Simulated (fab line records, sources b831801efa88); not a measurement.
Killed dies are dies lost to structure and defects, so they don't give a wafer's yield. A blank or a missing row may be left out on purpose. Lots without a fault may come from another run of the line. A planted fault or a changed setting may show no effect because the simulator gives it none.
fab line records | flow sky130
record lots=6 wafers=18 last_day=50
route steps=708 shown GATE_OXIDE@187 PAD_OPEN@708
lots that met no fault: from a run of the same line without faults
start_h: hours from the record's first day to the start of the lot's first wafer shown | wait_h: hours since the lot's step before | " the same as in the row above | L1.1+2: a row that stands for several wafers | - no value, or no start given | * or withheld: withheld | < > ~ a bound
route shown NAME@n: a module of which the file shows steps, and the number in the route of the first | usual: mean/standard deviation of fault-free wafers | same: alike in all rows | chamber/n: place in a boat | sites: the reading at each site | _std_site: their standard deviation | _edge_site: outer sites' mean less inner sites' | radius_mm: how far each site lies from the wafer's centre | mask NAME#n: copy n | behind: the tool/chamber that last shaped the wafer | hold: why the lot was held/for how many hours/how that ended | device: the transistor (n, p or np) that didn't switch | end of line: the same wafers' tests at the end of the route | a step without rows: its recipe alone | killed: dies lost to structure and defects at the first sort, not the wafer's yield | map: a wafer's dies, x killed, . not, _ none there
set.NAME: the setting as run; set.NAME@STEP: as run at that earlier step | model.NAME: the simulator's own value behind a step, which no gauge read
lots at some steps of the route; a table a step, a row a wafer
services: from which hour (start_h, from the record's first day; less than 0 if before it) a tool's chamber was out of use, for how many hours, and why
## steps
# step SKY_GATE_OXIDE_CLEAN_00
# recipe chemistry=SC1/SC2 mix=1:4:20 temp_c=70 time_s=150 dry=n2_spin
# step SKY_GATE_OXIDE_OXIDATION_01
# recipe temp_c=900 ambient=O2 stabilise_s=600 purge_s=300 target_thk_a=102.68 ox_time_s=1473
# step SKY_GATE_OXIDE_THK_MEAS_02
# recipe reads=SiO2_of_GATE_OXIDE_OXIDATION_01
# usual GATE_OXIDE_OXIDATION_00_THK=10.28/0.17
# columns lot.wafer tool chamber start_h wait_h GATE_OXIDE_OXIDATION_00_THK[nm]
L940.1 film_metro-03 - 320.39 0.0 10.29
L940.4 " - " " 10.15
L940.5 " - " " 10.01
L943.4 film_metro-01 - 353.07 0.0 10.03
L943.5 " - " " 9.98
L943.6 " - " " 10.11
L946.1 film_metro-03 - 385.06 0.0 10.13
L946.3 " - " " 10.28
L946.5 " - " " 10.39
L947.1 film_metro-02 - 391.65 0.0 9.93
L947.2 " - " " 9.98
L947.5 " - " " 9.81
L951.4 film_metro-02 - 416.08 0.0 10.00
L951.5 " - " " 10.30
L951.6 " - " " 10.15
L954.3 film_metro-03 - 441.34 0.0 10.09
L954.4 " - " " 10.08
L954.5 " - " " 10.01
# step SKY_GATE_OXIDE_DEHYDRATE_03
# recipe temp_c=200 time_s=60
# step SKY_GATE_OXIDE_HMDS_04
# recipe prime_time_s=60 prime_temp_c=120
# step SKY_GATE_OXIDE_COAT_05
# recipe resist=NOVOLAK spin_rpm=3000 resist_thk_nm=1140
# step SKY_GATE_OXIDE_SOFTBAKE_06
# recipe temp_c=90 time_s=60 resist=NOVOLAK
# step SKY_GATE_OXIDE_EXPOSE_07
# recipe mask_id=LVOM na=0.6 source_shape=conventional sigma_outer=0.6 polarization=unpolarized target_cd_nm=600 dose_mj=170
# step SKY_GATE_OXIDE_PEB_08
# recipe temp_c=withheld time_s=* resist=NOVOLAK
# step SKY_GATE_OXIDE_DEVELOP_09
# recipe resist=NOVOLAK developer=TMAH develop_time_s=60 dev_temp_c=23
# step SKY_GATE_OXIDE_OVL_MEAS_10
# usual GATE_OXIDE_OVL=1.0/1.2
# columns lot.wafer tool chamber start_h wait_h GATE_OXIDE_OVL[nm]
L940.1 overlay-02 - 347.42 0.1 1.6
L940.4 " - " " 1.6
L940.5 " - " " 1.3
L943.4 overlay-01 - 380.46 0.1 1.5
L943.5 " - " " -0.2
L943.6 " - " " -0.8
L946.1 overlay-02 - 414.62 0.1 2.6
L946.3 " - " " 3.8
L946.5 " - " " 1.9
L947.1 overlay-02 - 420.94 0.1 -0.2
L947.2 " - " " -0.2
L947.5 " - " " 1.7
L951.4 overlay-01 - 445.84 0.1 2.1
L951.5 " - " " 0.6
L951.6 " - " " 2.8
L954.3 overlay-02 - 472.56 0.1 3.3
L954.4 " - " " 1.8
L954.5 " - " " 2.5
# step SKY_GATE_OXIDE_IMPLANT_11
# recipe species=B energy_kev=10 dose_cm2=2.6e+12 tilt_deg=withheld
# step SKY_GATE_OXIDE_WET_ETCH_12
# recipe chemistry=dHF target_depth_nm=16.8 dry=n2_spin target=SiO2 dilution=100:1 temp_c=25 time_s=336
# usual run_length_s=363/3 temp_c=25.00/0.098
# columns lot.wafer tool chamber start_h wait_h run_length_s temp_c model.SiO2_of_FIELD_ISO_CVD_24.thk_nm
L940.1 wet_bench-01 3 347.61 0.1 360 25.04 363.7
L940.4 " 3 " " 360 24.91 363.6
L940.5 " 3 " " 360 25.08 363.2
L943.4 wet_bench-02 2 380.63 0.1 361 25.12 365.3
L943.5 " 2 " " 361 25.16 363.6
L943.6 " 2 " " 361 25.05 364.2
L946.1 wet_bench-04 3 414.81 0.1 362 24.90 364.3
L946.3 " 3 " " 362 24.96 363.3
L946.5 " 3 " " 362 24.85 366.4
L947.1 wet_bench-04 1 421.13 0.1 362 25.03 364
L947.2 " 1 " " 362 25.13 363.1
L947.5 " 1 " " 362 25.00 363.2
L951.4 wet_bench-04 3 446.01 0.1 131 24.93 376
L951.5 " 3 " " 131 25.04 376.7
L951.6 " 3 " " 131 24.95 377.4
L954.3 wet_bench-04 0 472.73 0.1 131 25.13 377.2
L954.4 " 0 " " 131 25.04 379.1
L954.5 " 0 " " 131 24.97 376.5
# step SKY_GATE_OXIDE_STRIP_13
# recipe chemistry=O2/N2 power_w=1400 pressure_mtorr=1500 platen_temp_c=withheld o2_flow_sccm=3000 n2_flow_sccm=300 overash_fraction=0.5
# usual drypump_motor_current_A=5.8/0.36 oes_product_au=0.715/0.0044 strip_time_to_endpoint_s=14.17/0.042
# same overash_fraction=0.5
# columns lot.wafer tool chamber start_h wait_h drypump_motor_current_A oes_product_au rf_hours_counter_h strip_time_to_endpoint_s
L940.1 plasma_asher-03 0 347.71 0.0 6.1 0.707 62 14.19
L940.4 " 0 " " 6.1 0.714 - 14.21
L940.5 " 1 " " 5.8 0.720 - 14.21
L943.4 plasma_asher-03 0 380.76 0.0 6.1 0.720 - 14.12
L943.5 " 1 " " 5.9 0.717 - 14.14
L943.6 " 0 " " 6.1 0.709 - 14.07
L946.1 plasma_asher-03 1 414.91 0.0 5.9 0.711 69 14.12
L946.3 " 1 " " 5.8 0.714 - 14.16
L946.5 " 0 " " 6.1 0.719 - 14.12
L947.1 plasma_asher-01 0 421.23 0.0 5.9 0.709 29 14.21
L947.2 " 1 " " 5.5 0.716 29 14.21
L947.5 " 0 " " 5.9 0.722 - 14.21
L951.4 plasma_asher-01 1 446.14 0.1 5.4 0.719 - 14.14
L951.5 " 1 " " 5.4 0.715 - 14.17
L951.6 " 0 " " 6.0 0.719 - 14.12
L954.3 plasma_asher-03 1 472.87 0.1 5.8 0.717 - 14.20
L954.4 " 0 " " 6.0 0.719 - 14.17
L954.5 " 0 " " 6.0 0.708 - 14.21
# step SKY_GATE_OXIDE_TW_MEAS_14
# usual GATE_OXIDE_TW=222.9/1.5
# columns lot.wafer tool chamber start_h wait_h GATE_OXIDE_TW
L940.1 film_metro-02 - 347.81 0.1 219.8
L940.4 " - " " 222.1
L940.5 " - " " 220.8
L943.4 film_metro-02 - 380.86 0.1 222.1
L943.5 " - " " 222.5
L943.6 " - " " 222.6
L946.1 film_metro-03 - 415.01 0.1 221.0
L946.3 " - " " 221.7
L946.5 " - " " 221.9
L947.1 film_metro-01 - 421.33 0.1 225.9
L947.2 " - " " 226.4
L947.5 " - " " 226.3
L951.4 film_metro-01 - 446.24 0.1 224.7
L951.5 " - " " 224.9
L951.6 " - " " 225.0
L954.3 film_metro-03 - 472.96 0.1 222.6
L954.4 " - " " 223.9
L954.5 " - " " 221.6
# step SKY_GATE_OXIDE_CLEAN_15
# recipe chemistry=SC1/SC2 mix=1:4:20 temp_c=70 time_s=150 dry=n2_spin
# usual temp_c=69.99/0.12
# columns lot.wafer tool chamber start_h wait_h temp_c model.SiO2_of_FIELD_ISO_CVD_24.thk_nm
L940.1 wet_bench-04 1 347.87 0.1 69.97 363
L940.4 " 1 " " 70.10 362.9
L940.5 " 1 " " 70.00 362.6
L943.4 wet_bench-04 3 380.89 0.0 70.11 364.6
L943.5 " 3 " " 70.20 362.9
L943.6 " 3 " " 69.92 363.5
L946.1 wet_bench-01 2 415.08 0.1 69.89 363.6
L946.3 " 2 " " 69.98 362.6
L946.5 " 2 " " 69.75 365.7
L947.1 wet_bench-04 2 421.39 0.1 69.82 363.3
L947.2 " 2 " " 69.99 362.4
L947.5 " 2 " " 69.93 362.5
L951.4 wet_bench-02 0 446.27 0.0 69.90 375.3
L951.5 " 0 " " 70.15 376
L951.6 " 0 " " 69.94 376.8
L954.3 wet_bench-02 2 473.00 0.0 70.07 376.5
L954.4 " 2 " " 70.14 378.4
L954.5 " 2 " " 69.84 375.8
# step SKY_GATE_OXIDE_OXIDATION_16
# recipe temp_c=800 ambient=O2 idle_temp_c=700 ramp_up_c_per_min=10 ramp_down_c_per_min=3 stabilise_s=600 purge_s=300 target_thk_a=35.7 ox_time_s=1915
# step SKY_PAD_OPEN_PROBE_99
# usual killed_at_M0_to_M3=46/6.7 killed_at_M4_up=3.3/2 killed_at_contacts=24/5.4 killed_at_front_end=15/4.3 killed_at_other=0.4/0.64 killed_dies=89/9.1 killed_on_rim=17/3.7 killed_open=48/7.2 killed_short=40/6.3
# same gross_dies=492 killed_at_back_side=0
# columns lot.wafer tool chamber start_h wait_h killed_at_M0_to_M3 killed_at_M4_up killed_at_contacts killed_at_front_end killed_at_other killed_dies killed_on_rim killed_open killed_short
L943.4 prober-01 - 1136.31 0.2 40 2 24 18 0 84 18 44 40
L943.5 prober-01 - 1136.36 0.2 38 1 17 15 1 72 14 36 36
L943.6 prober-01 - 1136.41 0.2 52 3 16 11 0 82 19 45 37
L946.1 prober-02 - 1156.81 0.1 45 6 32 19 2 104 16 53 51
L946.3 prober-02 - 1156.91 0.2 34 5 27 16 1 83 12 46 37
L946.5 prober-02 - 1157.01 0.2 46 2 27 23 2 100 23 49 50
L951.4 prober-01 - 1179.30 0.2 50 4 14 424 0 492 96 46 39
L951.5 prober-01 - 1179.35 0.2 43 5 30 414 0 492 96 40 52
L951.6 prober-01 - 1179.40 0.2 38 3 20 431 0 492 96 38 34
L954.3 prober-01 - 1188.89 0.2 43 0 25 424 0 492 96 45 34
L954.4 prober-01 - 1188.94 0.2 51 4 24 413 0 492 96 43 52
L954.5 prober-01 - 1188.99 0.2 47 4 22 419 0 492 96 51 37
# killed by level:class
L943.4 VIA1:geometric_particle:open=11 VIA3:geometric_particle:open=7 LI_CONTACT:geometric_particle:open=6 CONTACT:geometric_particle:open=6 CONTACT:geometric_particle:short=6 FIELD_ISO:geometric_particle:short=5 LI_CONTACT:geometric_particle:short=5 FIELD_ISO:geometric_particle:open=4
L943.5 VIA1:geometric_particle:open=8 LI_CONTACT:geometric_particle:open=6 CONTACT:geometric_particle:short=6 METAL1:geometric_particle:short=6 VIA1:geometric_particle:short=5 VIA2:geometric_particle:open=5 FIELD_ISO:geometric_particle:short=4 SPACER:geometric_particle:short=4
L943.6 VIA1:geometric_particle:open=13 VIA2:geometric_particle:open=10 CONTACT:geometric_particle:open=7 METAL1:geometric_particle:short=6 VIA3:geometric_particle:open=6 FIELD_ISO:geometric_particle:short=5 METAL2:geometric_particle:short=5 CONTACT:geometric_particle:short=4
L946.1 CONTACT:geometric_particle:open=11 LI_CONTACT:geometric_particle:open=7 METAL1:geometric_particle:short=7 VIA1:geometric_particle:open=7 METAL2:geometric_particle:short=7 FIELD_ISO:geometric_particle:open=6 CONTACT:geometric_particle:short=6 POLY_GATE:geometric_particle:open=5
L946.3 VIA1:geometric_particle:open=11 CONTACT:geometric_particle:open=9 FIELD_ISO:geometric_particle:open=6 VIA2:geometric_particle:open=6 LI_CONTACT:geometric_particle:open=6 FIELD_ISO:geometric_particle:short=4 LOCAL_INTERCONNECT:geometric_particle:short=4 CONTACT:geometric_particle:short=4
L946.5 CONTACT:geometric_particle:open=10 LI_CONTACT:geometric_particle:open=9 FIELD_ISO:geometric_particle:short=8 VIA1:geometric_particle:open=8 POLY_GATE:geometric_particle:short=6 METAL2:geometric_particle:short=6 VIA2:geometric_particle:open=5 VIA2:geometric_particle:short=5
L951.4 GATE_OXIDE:area_etch=407 VIA1:geometric_particle:open=13 METAL1:geometric_particle:short=9 VIA3:geometric_particle:open=8 VIA1:geometric_particle:short=5 CONTACT:geometric_particle:open=5 CONTACT:geometric_particle:short=5 VIA2:geometric_particle:open=5
L951.5 GATE_OXIDE:area_etch=400 VIA1:geometric_particle:open=10 METAL1:geometric_particle:short=9 LOCAL_INTERCONNECT:geometric_particle:short=7 CONTACT:geometric_particle:open=7 LI_CONTACT:geometric_particle:short=6 FIELD_ISO:geometric_particle:short=5 METAL2:geometric_particle:short=5
L951.6 GATE_OXIDE:area_etch=420 VIA1:geometric_particle:open=13 LOCAL_INTERCONNECT:geometric_particle:short=6 VIA2:geometric_particle:short=5 LI_CONTACT:geometric_particle:open=4 CONTACT:geometric_particle:short=4 METAL1:geometric_particle:short=4 VIA2:geometric_particle:open=4
L954.3 GATE_OXIDE:area_etch=413 VIA1:geometric_particle:open=12 LI_CONTACT:geometric_particle:open=9 CONTACT:geometric_particle:open=7 VIA1:geometric_particle:short=7 VIA3:geometric_particle:open=7 METAL1:geometric_particle:short=5 FIELD_ISO:geometric_particle:short=4
L954.4 GATE_OXIDE:area_etch=397 VIA1:geometric_particle:open=12 CONTACT:geometric_particle:open=9 VIA2:geometric_particle:short=7 FIELD_ISO:geometric_particle:short=6 LOCAL_INTERCONNECT:geometric_particle:short=6 METAL2:geometric_particle:short=6 VIA2:geometric_particle:open=6
L954.5 GATE_OXIDE:area_etch=403 VIA1:geometric_particle:open=12 VIA2:geometric_particle:open=9 CONTACT:geometric_particle:open=8 LOCAL_INTERCONNECT:geometric_particle:short=6 METAL2:geometric_particle:short=5 LI_CONTACT:geometric_particle:open=4 VIA1:geometric_particle:short=4
# map L951.4 (x killed, . not)
__________xxxxxxxxxx_________
________xxxxxxxxxxxxxx_______
______xxxxxxxxxxxxxxxxxx_____
_____xxxxxxxxxxxxxxxxxxxx____
____xxxxxxxxxxxxxxxxxxxxxx___
___xxxxxxxxxxxxxxxxxxxxxxxx__
__xxxxxxxxxxxxxxxxxxxxxxxxxx_
_xxxxxxxxxxxxxxxxxxxxxxxxxxxx
_xxxxxxxxxxxxxxxxxxxxxxxxxxxx
_xxxxxxxxxxxxxxxxxxxxxxxxxxxx
_xxxxxxxxxxxxxxxxxxxxxxxxxxxx
_xxxxxxxxxxxxxxxxxxxxxxxxxxxx
_xxxxxxxxxxxxxxxxxxxxxxxxxxxx
_xxxxxxxxxxxxxxxxxxxxxxxxxxxx
_xxxxxxxxxxxxxxxxxxxxxxxxxxxx
__xxxxxxxxxxxxxxxxxxxxxxxxxx_
___xxxxxxxxxxxxxxxxxxxxxxxx__
____xxxxxxxxxxxxxxxxxxxxxx___
_____xxxxxxxxxxxxxxxxxxxx____
______xxxxxxxxxxxxxxxxxx_____
________xxxxxxxxxxxxxx_______
__________xxxxxxxxxx_________
# map L954.3 (x killed, . not)
__________xxxxxxxxxx_________
________xxxxxxxxxxxxxx_______
______xxxxxxxxxxxxxxxxxx_____
_____xxxxxxxxxxxxxxxxxxxx____
____xxxxxxxxxxxxxxxxxxxxxx___
___xxxxxxxxxxxxxxxxxxxxxxxx__
__xxxxxxxxxxxxxxxxxxxxxxxxxx_
_xxxxxxxxxxxxxxxxxxxxxxxxxxxx
_xxxxxxxxxxxxxxxxxxxxxxxxxxxx
_xxxxxxxxxxxxxxxxxxxxxxxxxxxx
_xxxxxxxxxxxxxxxxxxxxxxxxxxxx
_xxxxxxxxxxxxxxxxxxxxxxxxxxxx
_xxxxxxxxxxxxxxxxxxxxxxxxxxxx
_xxxxxxxxxxxxxxxxxxxxxxxxxxxx
_xxxxxxxxxxxxxxxxxxxxxxxxxxxx
__xxxxxxxxxxxxxxxxxxxxxxxxxx_
___xxxxxxxxxxxxxxxxxxxxxxxx__
____xxxxxxxxxxxxxxxxxxxxxx___
_____xxxxxxxxxxxxxxxxxxxx____
______xxxxxxxxxxxxxxxxxx_____
________xxxxxxxxxxxxxx_______
__________xxxxxxxxxx_________
## services
# columns tool chamber start_h hours kind
plasma_asher-01 - 394.69 12.0 repair
wet_bench-01 - 417.41 1.3 repair
plasma_asher-03 - 421.25 9.0 pm
plasma_asher-03 0 421.25 9.0 vent_cycle
plasma_asher-03 1 421.25 9.0 vent_cycle
wet_bench-02 - 422.11 1.9 pm
plasma_asher-03 0 430.25 - clean
plasma_asher-03 1 430.25 - clean
## key
first_sign step=SKY_GATE_OXIDE_WET_ETCH_12 reading=run_length_s direction=down sigmas=76 usual=* struck=*
effect step=SKY_PAD_OPEN_PROBE_99 reading=killed_at_front_end direction=up sigmas=95 usual=15 struck=421
model_effect step=SKY_GATE_OXIDE_WET_ETCH_12 value=SiO2_of_FIELD_ISO_CVD_24.thk_nm without=364.4 struck=377.2
model_effect step=SKY_GATE_OXIDE_CLEAN_15 value=SiO2_of_FIELD_ISO_CVD_24.thk_nm without=363.8 struck=376.5
more_kills_born_at SKY_GATE_OXIDE_WET_ETCH_12@wet_bench-04=2440
met_at SKY_GATE_OXIDE_WET_ETCH_12
struck_wafers L951.4,L951.5,L951.6,L954.3,L954.4,L954.5
later_rows_left_out L951.4,L951.5,L951.6,L954.3,L954.4,L954.5
tester_left_out L951,L954
onset_between 421.13 446.01
fault kind=process_parameter_drift tool=wet_bench-04 chamber=- onset_h=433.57 steps=SKY_GATE_OXIDE_WET_ETCH_12 channel=time_s offset=* shape=step end_h=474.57 acts_in=* stated=*
# tester_left_out: of these lots the tester's yield and bins aren't shown, on N5 and GAA mostly nor the transistor test; their killed dies are dies lost to structure and defects alone, not to doping, threshold or leakage, so they don't give the yield
# later_rows_left_out: the simulator's readings of these wafers behind a module that went badly wrong aren't trusted and aren't shown, but for the sort
